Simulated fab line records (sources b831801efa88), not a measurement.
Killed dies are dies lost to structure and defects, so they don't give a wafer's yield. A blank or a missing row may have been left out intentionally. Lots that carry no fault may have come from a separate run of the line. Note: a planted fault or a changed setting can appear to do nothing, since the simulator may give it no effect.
fab line records -- flow sky130
[record] lots = 7, wafers = 21, last_day = 51
route steps=708 shown VT_ADJUST_NCORE@121 VT_ADJUST_HVTR@131 PAD_OPEN@708
lots that met no fault: taken from a fault-free run of the same line
start_h: the number of hours between the record's first day and the start of the first shown wafer of the lot -- wait_h: hours from the lot's prior step to this one -- " the same as in the row above -- L1.1+2: a single row standing in for several wafers -- - no value, or no start given -- * or withheld: withheld -- < > ~ a bound
route shown NAME@n: NAME is a module with steps in the file, n the number in the route of the first one -- usual: the fault-free wafers' mean and standard deviation -- same: alike in all rows -- chamber/n: place in a boat -- sites: readings site by site -- _std_site: the standard deviation of these -- _edge_site: outer sites' mean less inner sites' -- radius_mm: how far each site lies from the wafer's centre -- mask NAME#n: copy n -- behind: tool/chamber where the wafer was last shaped -- hold: why the lot went on hold/how many hours it stayed there/how the hold came to an end -- device: the n, p or np transistor that did not switch -- end of line: tests of these same wafers at the route's end -- a step with no rows: only its recipe -- killed: dies lost to structure and defects at the first sort, not the wafer's yield -- map: dies across one wafer; x = killed, . = not, _ = none there
set.NAME: setting as actually run; set.NAME@STEP: the setting as run at that earlier step -- model.NAME: the simulator's own value behind a step, which no gauge read
a table for each step, a row for each wafer; lots at some steps of the route
services: when a tool's chamber went out of use (start_h, in hours from the record's first day, below 0 if earlier), for how many hours, and the reason
[[steps]]
[step SKY_VT_ADJUST_NCORE_COAT_02]
[recipe] resist = NOVOLAK, spin_rpm = 3000, resist_thk_nm = 1140
[step SKY_VT_ADJUST_NCORE_SOFTBAKE_03]
[recipe] temp_c = 90, time_s = 60, resist = NOVOLAK
[step SKY_VT_ADJUST_NCORE_EXPOSE_04]
[recipe] mask_id = LVTN_COMPLEMENT_THIN, na = 0.6, source_shape = conventional, sigma_outer = 0.6, polarization = unpolarized, target_cd_nm = 380, dose_mj = 139
[step SKY_VT_ADJUST_NCORE_PEB_05]
[recipe] temp_c = withheld, time_s = *, resist = NOVOLAK
[step SKY_VT_ADJUST_NCORE_DEVELOP_06]
[recipe] resist = NOVOLAK, developer = TMAH, develop_time_s = 60, dev_temp_c = 23
[step SKY_VT_ADJUST_NCORE_CD_MEAS_07]
[recipe] target_cd_nm = 380
[usual] cd_nm = 380.4/2.3
lot.wafer,tool,chamber,start_h,wait_h,cd_nm
L675.3,cd_sem-01,-,179.52,0.1,378.1
L675.5,cd_sem-01,-,179.52,0.1,378.6
L675.6,cd_sem-01,-,179.52,0.1,378.4
L676.2,cd_sem-01,-,197.61,0.1,379.6
L676.3,cd_sem-01,-,197.61,0.1,376.4
L676.6,cd_sem-01,-,197.61,0.1,376.9
L692.2,cd_sem-01,-,327.31,0.1,377.0
L692.3,cd_sem-01,-,327.31,0.1,378.8
L692.5,cd_sem-01,-,327.31,0.1,376.7
L693.3,cd_sem-01,-,327.93,0.1,381.8
L693.4,cd_sem-01,-,327.93,0.1,382.0
L693.5,cd_sem-01,-,327.93,0.1,380.7
L694.4,cd_sem-01,-,341.11,0.1,381.2
L694.5,cd_sem-01,-,341.11,0.1,380.1
L694.6,cd_sem-01,-,341.11,0.1,381.1
L696.1,cd_sem-02,-,343.65,0.1,379.4
L696.2,cd_sem-02,-,343.65,0.1,378.4
L696.3,cd_sem-02,-,343.65,0.1,380.8
L698.1,cd_sem-02,-,354.40,0.1,377.5
L698.3,cd_sem-02,-,354.40,0.1,375.9
L698.6,cd_sem-02,-,354.40,0.1,375.4
[step SKY_VT_ADJUST_NCORE_OVL_MEAS_08]
[usual] VT_ADJUST_NCORE_OVL = -0.6/1.3
lot.wafer,tool,chamber,start_h,wait_h,VT_ADJUST_NCORE_OVL[nm]
L675.3,overlay-01,-,179.61,0.1,-0.2
L675.5,overlay-01,-,179.61,0.1,-1.8
L675.6,overlay-01,-,179.61,0.1,-1.5
L676.2,overlay-02,-,197.71,0.1,-2.7
L676.3,overlay-02,-,197.71,0.1,-1.4
L676.6,overlay-02,-,197.71,0.1,-1.7
L692.2,overlay-01,-,327.41,0.1,-0.2
L692.3,overlay-01,-,327.41,0.1,0.8
L692.5,overlay-01,-,327.41,0.1,-0.5
L693.3,overlay-02,-,328.02,0.1,-1.0
L693.4,overlay-02,-,328.02,0.1,-0.2
L693.5,overlay-02,-,328.02,0.1,-0.4
L694.4,overlay-01,-,341.19,0.1,0.4
L694.5,overlay-01,-,341.19,0.1,-0.3
L694.6,overlay-01,-,341.19,0.1,-0.9
L696.1,overlay-02,-,343.77,0.1,-1.5
L696.2,overlay-02,-,343.77,0.1,0.1
L696.3,overlay-02,-,343.77,0.1,1.0
L698.1,overlay-02,-,354.52,0.1,-1.7
L698.3,overlay-02,-,354.52,0.1,1.5
L698.6,overlay-02,-,354.52,0.1,-1.7
[step SKY_VT_ADJUST_NCORE_IMPLANT_09]
[recipe] species = B, energy_kev = 10, dose_cm2 = 2.4e+12, tilt_deg = withheld
[step SKY_VT_ADJUST_NCORE_STRIP_10]
[recipe] chemistry = O2/N2, power_w = 1400, pressure_mtorr = 1500, platen_temp_c = withheld, o2_flow_sccm = 3000, n2_flow_sccm = 300, overash_fraction = 0.5
[usual] chamber_pressure_mTorr = 1500.1/1.3, drypump_motor_current_A = 5.6/0.5, oes_product_au = 0.716/0.0046, strip_time_to_endpoint_s = 14.18/0.038
lot.wafer,tool,chamber,start_h,wait_h,chamber_pressure_mTorr,drypump_motor_current_A,oes_product_au,rf_hours_counter_h,strip_time_to_endpoint_s
L675.3,plasma_asher-03,1,179.82,0.1,1497.6,5.8,0.706,-,14.18
L675.5,plasma_asher-03,1,179.82,0.1,1500.0,5.8,0.720,-,14.17
L675.6,plasma_asher-03,0,179.82,0.1,1500.7,6.3,0.715,-,14.18
L676.2,plasma_asher-01,0,197.89,0.1,1500.4,5.7,0.711,40,14.23
L676.3,plasma_asher-01,0,197.89,0.1,1501.3,5.7,0.718,-,14.27
L676.6,plasma_asher-01,0,197.89,0.1,1497.5,5.6,0.720,-,14.21
L692.2,plasma_asher-03,1,327.59,0.1,1499.3,5.8,0.710,62,14.20
L692.3,plasma_asher-03,1,327.59,0.1,1500.1,5.8,0.715,-,14.17
L692.5,plasma_asher-03,1,327.59,0.1,1499.4,5.8,0.714,-,14.17
L693.3,plasma_asher-02,0,328.22,0.1,1500.1,5.1,0.715,-,14.22
L693.4,plasma_asher-02,1,328.22,0.1,1500.6,5.6,0.717,-,14.17
L693.5,plasma_asher-02,0,328.22,0.1,1499.9,5.1,0.717,-,14.18
L694.4,plasma_asher-02,0,341.39,0.1,1500.3,5.1,0.709,-,14.21
L694.5,plasma_asher-02,0,341.39,0.1,1499.3,5.1,0.713,-,14.18
L694.6,plasma_asher-02,1,341.39,0.1,1501.3,5.6,0.709,-,14.22
L696.1,plasma_asher-01,1,343.96,0.1,1500.0,4.8,0.714,54,14.18
L696.2,plasma_asher-01,0,343.96,0.1,1501.2,5.7,0.710,54,14.19
L696.3,plasma_asher-01,1,343.96,0.1,1498.4,4.9,0.715,-,14.17
L698.1,plasma_asher-03,0,354.71,0.1,1501.0,6.3,0.712,64,14.17
L698.3,plasma_asher-03,0,354.71,0.1,1498.1,6.3,0.713,-,14.21
L698.6,plasma_asher-03,1,354.71,0.1,1501.2,5.8,0.717,-,14.20
[step SKY_VT_ADJUST_NCORE_TW_MEAS_11]
[usual] VT_ADJUST_NCORE_TW = 218.8/1.5
lot.wafer,tool,chamber,start_h,wait_h,VT_ADJUST_NCORE_TW
L675.3,film_metro-01,-,179.90,0.1,218.2
L675.5,film_metro-01,-,179.90,0.1,219.2
L675.6,film_metro-01,-,179.90,0.1,217.9
L676.2,film_metro-02,-,198.00,0.1,217.0
L676.3,film_metro-02,-,198.00,0.1,216.1
L676.6,film_metro-02,-,198.00,0.1,216.2
L692.2,film_metro-01,-,327.70,0.1,218.6
L692.3,film_metro-01,-,327.70,0.1,217.6
L692.5,film_metro-01,-,327.70,0.1,219.2
L693.3,film_metro-01,-,328.31,0.1,218.6
L693.4,film_metro-01,-,328.31,0.1,219.2
L693.5,film_metro-01,-,328.31,0.1,218.1
L694.4,film_metro-01,-,341.49,0.1,216.8
L694.5,film_metro-01,-,341.49,0.1,216.8
L694.6,film_metro-01,-,341.49,0.1,217.7
L696.1,film_metro-03,-,344.06,0.1,220.8
L696.2,film_metro-03,-,344.06,0.1,220.4
L696.3,film_metro-03,-,344.06,0.1,220.2
L698.1,film_metro-03,-,354.81,0.1,221.4
L698.3,film_metro-03,-,354.81,0.1,221.8
L698.6,film_metro-03,-,354.81,0.1,221.7
[step SKY_VT_ADJUST_HVTR_DEHYDRATE_00]
[recipe] temp_c = 200, time_s = 60
[step SKY_VT_ADJUST_HVTR_HMDS_01]
[recipe] prime_time_s = 60, prime_temp_c = 120
[step SKY_VT_ADJUST_HVTR_COAT_02]
[recipe] resist = NOVOLAK, spin_rpm = 3000, resist_thk_nm = 1140
[usual] spin_speed_rpm = 2999.8/2
lot.wafer,tool,chamber,start_h,wait_h,spin_speed_rpm,model.NOVOLAK_of_VT_ADJUST_HVTR_COAT_02.thk_nm
L675.3,litho_track-01,0,190.03,0.1,3001.3,1140
L675.5,litho_track-01,0,190.03,0.1,2999.8,1140
L675.6,litho_track-01,0,190.03,0.1,3001.7,1141
L676.2,litho_track-03,0,207.78,0.1,2998.1,1133
L676.3,litho_track-03,0,207.78,0.1,2998.0,1136
L676.6,litho_track-03,0,207.78,0.1,2995.9,1134
L692.2,litho_track-01,0,341.30,0.1,4107.9,979.4
L692.3,litho_track-01,0,341.30,0.1,4106.6,979
L692.5,litho_track-01,0,341.30,0.1,4105.4,980.8
L693.3,litho_track-01,0,341.93,0.1,4101.2,981.4
L693.4,litho_track-01,0,341.93,0.1,4103.3,980.9
L693.5,litho_track-01,0,341.93,0.1,4105.7,980.4
L694.4,litho_track-01,0,354.75,0.1,4104.2,976.5
L694.5,litho_track-01,0,354.75,0.1,4103.6,976.6
L694.6,litho_track-01,0,354.75,0.1,4106.5,976
L696.1,litho_track-02,0,357.57,0.1,3001.8,1142
L696.2,litho_track-02,0,357.57,0.1,2997.8,1142
L696.3,litho_track-02,0,357.57,0.1,2998.8,1140
L698.1,litho_track-03,0,368.15,0.1,2996.7,1139
L698.3,litho_track-03,0,368.15,0.1,2997.7,1138
L698.6,litho_track-03,0,368.15,0.1,2999.5,1137
[step SKY_VT_ADJUST_HVTR_SOFTBAKE_03]
[recipe] temp_c = 90, time_s = 60, resist = NOVOLAK
[step SKY_VT_ADJUST_HVTR_EXPOSE_04]
[recipe] mask_id = HVTRM, target_cd_nm = 380, na = 0.6, source_shape = conventional, sigma_outer = 0.6, dose_mj = 150
[step SKY_VT_ADJUST_HVTR_PEB_05]
[recipe] temp_c = withheld, time_s = *, resist = NOVOLAK
[step SKY_VT_ADJUST_HVTR_DEVELOP_06]
[recipe] develop_time_s = 60, dev_temp_c = 23
lot.wafer,tool,chamber,start_h,wait_h,model.NOVOLAK_of_VT_ADJUST_HVTR_COAT_02.thk_nm
L675.3+5,litho_track-02,0,200.42,0.1,1139
L675.6,litho_track-02,0,200.42,0.1,1141
L676.2,litho_track-02,0,218.70,0.1,1133
L676.3,litho_track-02,0,218.70,0.1,1136
L676.6,litho_track-02,0,218.70,0.1,1134
L692.2,litho_track-01,0,355.15,0.1,978.9
L692.3,litho_track-01,0,355.15,0.1,978.6
L692.5,litho_track-01,0,355.15,0.1,980.4
L693.3,litho_track-02,0,355.77,0.1,981
L693.4,litho_track-02,0,355.77,0.1,980.5
L693.5,litho_track-02,0,355.77,0.1,980
L694.4+5,litho_track-01,0,368.35,0.1,976.1
L694.6,litho_track-01,0,368.35,0.1,975.6
L696.1+2,litho_track-03,0,371.15,0.1,1141
L696.3,litho_track-03,0,371.15,0.1,1139
L698.1,litho_track-01,0,382.68,0.1,1138
L698.3+6,litho_track-01,0,382.68,0.1,1137
[step SKY_VT_ADJUST_HVTR_CD_MEAS_07]
[recipe] target_cd_nm = 380
[usual] cd_nm = 379.5/2.4
lot.wafer,tool,chamber,start_h,wait_h,hold,cd_nm
L675.3,cd_sem-01,-,200.56,0.1,-,376.0
L675.5,cd_sem-01,-,200.56,0.1,-,374.4
L675.6,cd_sem-01,-,200.56,0.1,-,376.7
L676.2,cd_sem-01,-,218.84,0.1,-,379.1
L676.3,cd_sem-01,-,218.84,0.1,-,379.5
L676.6,cd_sem-01,-,218.84,0.1,-,380.4
L692.2,cd_sem-01,-,355.30,0.1,await_dispo/0.2h/release,399.1
L692.3,cd_sem-01,-,355.30,0.1,await_dispo/0.2h/release,397.8
L692.5,cd_sem-01,-,355.30,0.1,await_dispo/0.2h/release,400.6
L692.2,cd_sem-01,-,355.58,0.3,-,399.6
L692.3,cd_sem-01,-,355.58,0.3,-,398.1
L692.5,cd_sem-01,-,355.58,0.3,-,400.2
L693.3,cd_sem-02,-,355.91,0.1,await_dispo/0.2h/release,397.9
L693.4,cd_sem-02,-,355.91,0.1,await_dispo/0.2h/release,396.5
L693.5,cd_sem-02,-,355.91,0.1,await_dispo/0.2h/release,397.7
L693.3,cd_sem-02,-,356.20,0.3,-,398.1
L693.4,cd_sem-02,-,356.20,0.3,-,396.0
L693.5,cd_sem-02,-,356.20,0.3,-,397.1
L694.4,cd_sem-01,-,368.49,0.1,await_dispo/0.2h/release,397.1
L694.5,cd_sem-01,-,368.49,0.1,await_dispo/0.2h/release,398.6
L694.6,cd_sem-01,-,368.49,0.1,await_dispo/0.2h/release,397.2
L694.4,cd_sem-01,-,368.96,0.4,-,397.0
L694.5,cd_sem-01,-,368.96,0.4,-,398.9
L694.6,cd_sem-01,-,368.96,0.4,-,397.1
L696.1,cd_sem-01,-,371.30,0.1,-,379.6
L696.2,cd_sem-01,-,371.30,0.1,-,378.8
L696.3,cd_sem-01,-,371.30,0.1,-,379.9
L698.1,cd_sem-01,-,382.83,0.1,-,377.6
L698.3,cd_sem-01,-,382.83,0.1,-,375.8
L698.6,cd_sem-01,-,382.83,0.1,-,380.6
[step SKY_VT_ADJUST_HVTR_OVL_MEAS_08]
[usual] VT_ADJUST_HVTR_OVL = -0.4/1.5
lot.wafer,tool,chamber,start_h,wait_h,hold,VT_ADJUST_HVTR_OVL[nm]
L675.3,overlay-02,-,200.65,0.1,-,-0.4
L675.5,overlay-02,-,200.65,0.1,-,-0.2
L675.6,overlay-02,-,200.65,0.1,-,0.4
L676.2,overlay-02,-,218.95,0.1,-,-1.0
L676.3,overlay-02,-,218.95,0.1,-,-0.4
L676.6,overlay-02,-,218.95,0.1,-,-0.9
L692.2,overlay-02,-,358.25,2.6,await_dispo/2.6h/release,-0.5
L692.3,overlay-02,-,358.25,2.6,await_dispo/2.6h/release,-0.8
L692.5,overlay-02,-,358.25,2.6,await_dispo/2.6h/release,-1.6
L693.3,overlay-01,-,360.76,4.5,await_dispo/4.5h/release,-2.3
L693.4,overlay-01,-,360.76,4.5,await_dispo/4.5h/release,1.0
L693.5,overlay-01,-,360.76,4.5,await_dispo/4.5h/release,-1.3
L694.4,overlay-01,-,371.37,2.4,await_dispo/2.3h/release,2.0
L694.5,overlay-01,-,371.37,2.4,await_dispo/2.3h/release,1.9
L694.6,overlay-01,-,371.37,2.4,await_dispo/2.3h/release,-0.2
L696.1,overlay-02,-,371.42,0.1,-,0.4
L696.2,overlay-02,-,371.42,0.1,-,-1.5
L696.3,overlay-02,-,371.42,0.1,-,-0.6
L698.1,overlay-01,-,382.95,0.1,-,-1.4
L698.3,overlay-01,-,382.95,0.1,-,-2.4
L698.6,overlay-01,-,382.95,0.1,-,-1.0
[step SKY_VT_ADJUST_HVTR_IMPLANT_09]
[recipe] species = B, energy_kev = 10, dose_cm2 = 2.1e+12, tilt_deg = withheld
[step SKY_VT_ADJUST_HVTR_STRIP_10]
[recipe] chemistry = O2/N2, power_w = 1400, pressure_mtorr = 1500, platen_temp_c = withheld, o2_flow_sccm = 3000, n2_flow_sccm = 300, overash_fraction = 0.5
[usual] chamber_pressure_mTorr = 1500.0/1.4, drypump_motor_current_A = 5.5/0.56, oes_product_au = 0.716/0.0045, strip_time_to_endpoint_s = 14.18/0.037
lot.wafer,tool,chamber,start_h,wait_h,chamber_pressure_mTorr,drypump_motor_current_A,oes_product_au,rf_hours_counter_h,strip_time_to_endpoint_s
L675.3,plasma_asher-04,0,200.86,0.1,1501.9,5.2,0.711,-,14.18
L675.5,plasma_asher-04,1,200.86,0.1,1498.6,4.9,0.718,-,14.17
L675.6,plasma_asher-04,0,200.86,0.1,1500.1,5.2,0.711,-,14.19
L676.2,plasma_asher-03,1,219.13,0.1,1500.6,5.8,0.716,51,14.09
L676.3,plasma_asher-03,1,219.13,0.1,1500.6,5.8,0.715,-,14.13
L676.6,plasma_asher-03,1,219.13,0.1,1501.4,5.8,0.706,-,14.12
L692.2,plasma_asher-04,0,358.43,0.1,1500.5,5.2,0.717,66,12.38
L692.3,plasma_asher-04,0,358.43,0.1,1499.2,5.2,0.722,-,12.37
L692.5,plasma_asher-04,0,358.43,0.1,1499.0,5.2,0.720,-,12.42
L693.3,plasma_asher-01,0,360.97,0.1,1500.2,5.7,0.720,-,12.43
L693.4,plasma_asher-01,1,360.97,0.1,1499.3,4.8,0.716,-,12.40
L693.5,plasma_asher-01,0,360.97,0.1,1499.7,5.7,0.719,-,12.41
L696.1,plasma_asher-03,1,371.61,0.1,1499.4,5.8,0.718,66,14.20
L696.2,plasma_asher-03,0,371.61,0.1,1500.6,6.3,0.715,66,14.19
L696.3,plasma_asher-03,0,371.61,0.1,1499.1,6.4,0.712,-,14.17
L694.4,plasma_asher-03,1,371.79,0.1,1499.1,5.8,0.718,-,12.35
L694.5,plasma_asher-03,0,371.79,0.1,1498.3,6.3,0.720,-,12.35
L694.6,plasma_asher-03,1,371.79,0.1,1498.6,5.8,0.715,-,12.36
L698.1,plasma_asher-04,1,383.13,0.1,1501.7,4.9,0.717,69,14.16
L698.3,plasma_asher-04,1,383.13,0.1,1499.6,4.8,0.722,-,14.17
L698.6,plasma_asher-04,1,383.13,0.1,1501.2,4.9,0.722,-,14.13
[step SKY_VT_ADJUST_HVTR_TW_MEAS_11]
[usual] VT_ADJUST_HVTR_TW = 211.5/1.5
lot.wafer,tool,chamber,start_h,wait_h,VT_ADJUST_HVTR_TW
L675.3,film_metro-03,-,200.95,0.1,212.1
L675.5,film_metro-03,-,200.95,0.1,212.6
L675.6,film_metro-03,-,200.95,0.1,212.5
L676.2,film_metro-03,-,219.24,0.1,211.9
L676.3,film_metro-03,-,219.24,0.1,211.2
L676.6,film_metro-03,-,219.24,0.1,211.2
L692.2,film_metro-04,-,358.54,0.1,211.3
L692.3,film_metro-04,-,358.54,0.1,210.9
L692.5,film_metro-04,-,358.54,0.1,211.2
L693.3,film_metro-04,-,361.06,0.1,212.2
L693.4,film_metro-04,-,361.06,0.1,212.5
L693.5,film_metro-04,-,361.06,0.1,211.9
L696.1,film_metro-04,-,371.71,0.1,212.0
L696.2,film_metro-04,-,371.71,0.1,211.5
L696.3,film_metro-04,-,371.71,0.1,212.4
L694.4,film_metro-04,-,371.89,0.1,211.9
L694.5,film_metro-04,-,371.89,0.1,213.0
L694.6,film_metro-04,-,371.89,0.1,212.9
L698.1,film_metro-03,-,383.23,0.1,211.2
L698.3,film_metro-03,-,383.23,0.1,213.4
L698.6,film_metro-03,-,383.23,0.1,212.0
[step SKY_PAD_OPEN_PROBE_99]
[usual] killed_at_M0_to_M3 = 44/7.4, killed_at_M4_up = 3.1/1.8, killed_at_contacts = 25/6, killed_at_front_end = 15/4.4, killed_at_other = 0.3/0.49, killed_dies = 88/10, killed_open = 48/7.4, killed_short = 39/6.3
[same] gross_dies = 492, killed_at_back_side = 0
lot.wafer,tool,chamber,start_h,wait_h,killed_at_M0_to_M3,killed_at_M4_up,killed_at_contacts,killed_at_front_end,killed_at_other,killed_dies,killed_open,killed_short
L675.3,prober-02,-,1078.62,0.2,47,4,24,16,0,91,51,40
L675.5,prober-02,-,1078.72,0.2,46,1,17,20,1,85,46,39
L675.6,prober-02,-,1078.77,0.2,34,2,19,9,0,64,30,34
L676.2,prober-01,-,1097.95,0.1,47,2,24,26,0,99,58,41
L676.3,prober-01,-,1098.00,0.2,50,4,15,13,0,82,42,40
L676.6,prober-01,-,1098.15,0.2,56,1,34,18,0,109,57,52
L694.4,prober-01,-,1207.27,0.2,31,1,25,18,0,75,40,35
L694.5,prober-01,-,1207.32,0.2,48,3,19,15,1,86,49,37
L694.6,prober-01,-,1207.37,0.2,33,4,33,13,1,84,47,37
L696.1,prober-02,-,1213.25,0.1,36,2,26,17,1,82,41,41
L696.2,prober-02,-,1213.30,0.1,41,4,24,8,2,79,41,38
L696.3,prober-02,-,1213.35,0.2,31,2,15,20,0,68,35,33
// killed by level:class
L675.3 VIA3:geometric_particle:open=11 VIA1:geometric_particle:open=11 CONTACT:geometric_particle:open=7 LI_CONTACT:geometric_particle:open=6 LI_CONTACT:geometric_particle:short=5 VIA2:geometric_particle:open=5 FIELD_ISO:geometric_particle:short=4 METAL1:geometric_particle:short=4
L675.5 METAL1:geometric_particle:short=10 VIA1:geometric_particle:open=10 FIELD_ISO:geometric_particle:short=8 CONTACT:geometric_particle:open=8 VIA2:geometric_particle:open=7 POLY_GATE:geometric_particle:open=5 VIA2:geometric_particle:short=4 METAL2:geometric_particle:short=4
L675.6 LI_CONTACT:geometric_particle:open=8 VIA3:geometric_particle:open=6 METAL1:geometric_particle:short=5 CONTACT:geometric_particle:open=5 VIA2:geometric_particle:short=5 METAL3:geometric_particle:short=4 FIELD_ISO:geometric_particle:short=3 CONTACT:geometric_particle:short=3
L676.2 CONTACT:geometric_particle:open=11 VIA3:geometric_particle:open=10 LI_CONTACT:geometric_particle:open=9 FIELD_ISO:geometric_particle:short=8 VIA1:geometric_particle:open=8 POLY_GATE:geometric_particle:open=7 VIA1:geometric_particle:short=7 POLY_GATE:geometric_particle:short=5
L676.3 VIA1:geometric_particle:open=10 METAL1:geometric_particle:short=9 VIA3:geometric_particle:open=7 VIA2:geometric_particle:open=5 FIELD_ISO:geometric_particle:open=4 VIA1:geometric_particle:short=4 CONTACT:geometric_particle:short=4 POLY_GATE:geometric_particle:open=3
L676.6 VIA1:geometric_particle:open=16 CONTACT:geometric_particle:open=11 LOCAL_INTERCONNECT:geometric_particle:short=10 VIA3:geometric_particle:open=9 METAL2:geometric_particle:short=8 LI_CONTACT:geometric_particle:open=7 METAL1:geometric_particle:short=7 POLY_GATE:geometric_particle:short=6
L694.4 CONTACT:geometric_particle:open=10 FIELD_ISO:geometric_particle:open=8 CONTACT:geometric_particle:short=7 METAL3:geometric_particle:short=6 LI_CONTACT:geometric_particle:open=5 VIA1:geometric_particle:open=5 METAL1:geometric_particle:short=5 FIELD_ISO:geometric_particle:short=4
L694.5 VIA1:geometric_particle:open=10 METAL1:geometric_particle:short=7 VIA3:geometric_particle:open=7 POLY_GATE:geometric_particle:open=6 VIA2:geometric_particle:open=6 FIELD_ISO:geometric_particle:open=5 VIA2:geometric_particle:short=5 CONTACT:geometric_particle:short=5
L694.6 CONTACT:geometric_particle:open=14 LI_CONTACT:geometric_particle:open=8 METAL2:geometric_particle:short=7 VIA1:geometric_particle:short=6 VIA1:geometric_particle:open=6 VIA2:geometric_particle:open=4 METAL4:geometric_particle:short=4 FIELD_ISO:geometric_particle:open=3
L696.1 LI_CONTACT:geometric_particle:open=8 VIA2:geometric_particle:open=8 CONTACT:geometric_particle:open=7 VIA1:geometric_particle:open=7 METAL2:geometric_particle:short=6 FIELD_ISO:geometric_particle:short=5 POLY_GATE:geometric_particle:short=5 FIELD_ISO:geometric_particle:open=4
L696.2 CONTACT:geometric_particle:open=8 VIA1:geometric_particle:open=8 LI_CONTACT:geometric_particle:open=6 CONTACT:geometric_particle:short=6 VIA2:geometric_particle:open=6 METAL2:geometric_particle:short=6 VIA1:geometric_particle:short=5 VIA3:geometric_particle:open=5
L696.3 METAL2:geometric_particle:short=7 FIELD_ISO:geometric_particle:open=6 VIA2:geometric_particle:open=6 LI_CONTACT:geometric_particle:open=5 CONTACT:geometric_particle:open=5 POLY_GATE:geometric_particle:short=4 VIA1:geometric_particle:open=4 FIELD_ISO:geometric_particle:short=3
[[services]]
tool,chamber,start_h,hours,kind
plasma_asher-04,-,231.91,2.8,repair
plasma_asher-03,-,232.14,2.8,pm
plasma_asher-04,-,255.43,2.8,repair
litho_track-03,-,268.99,-,consumable_replace:filter
plasma_asher-03,-,285.02,1.4,repair
plasma_asher-04,-,311.42,5.7,repair
plasma_asher-02,-,318.74,1.2,repair
litho_track-02,-,322.15,-,consumable_replace:filter
plasma_asher-01,-,340.67,2.8,pm
plasma_asher-01,-,370.09,15.9,pm
[[key]]
[first_sign] step = SKY_VT_ADJUST_HVTR_COAT_02, reading = spin_speed_rpm, direction = up, sigmas = 99+, usual = 2999.8, struck = 4104.9
[effect] step = SKY_VT_ADJUST_HVTR_CD_MEAS_07, reading = visit, direction = added
[effect] step = SKY_VT_ADJUST_HVTR_CD_MEAS_07, reading = cd_nm, direction = up, sigmas = 7.9, usual = 379.5, struck = 398.1
[effect] step = SKY_VT_ADJUST_HVTR_STRIP_10, reading = strip_time_to_endpoint_s, direction = down, sigmas = 48, usual = *, struck = *
[model_effect] step = SKY_VT_ADJUST_HVTR_COAT_02, value = NOVOLAK_of_VT_ADJUST_HVTR_COAT_02.thk_nm, without = 1145, struck = 979
[model_effect] step = SKY_VT_ADJUST_HVTR_DEVELOP_06, value = NOVOLAK_of_VT_ADJUST_HVTR_COAT_02.thk_nm, without = 1145, struck = 978.6
met_at SKY_VT_ADJUST_HVTR_COAT_02
struck_wafers L692.2,L692.3,L692.5,L693.3,L693.4,L693.5,L694.4,L694.5,L694.6
tester_left_out L692,L693,L694
onset_between 190.03 341.30
[fault] kind = process_parameter_drift, tool = litho_track-01, chamber = -, onset_h = 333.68, steps = SKY_VT_ADJUST_HVTR_COAT_02, channel = spin_rpm, offset = 1105.3, shape = step, end_h = 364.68, acts_in = these_recipes_only, stated = 3000
// tester_left_out: of these lots the tester's yield and bins aren't shown, on N5 and GAA mostly nor the transistor test; their killed dies are dies lost to structure and defects alone, not to doping, threshold or leakage, so they don't give the yield
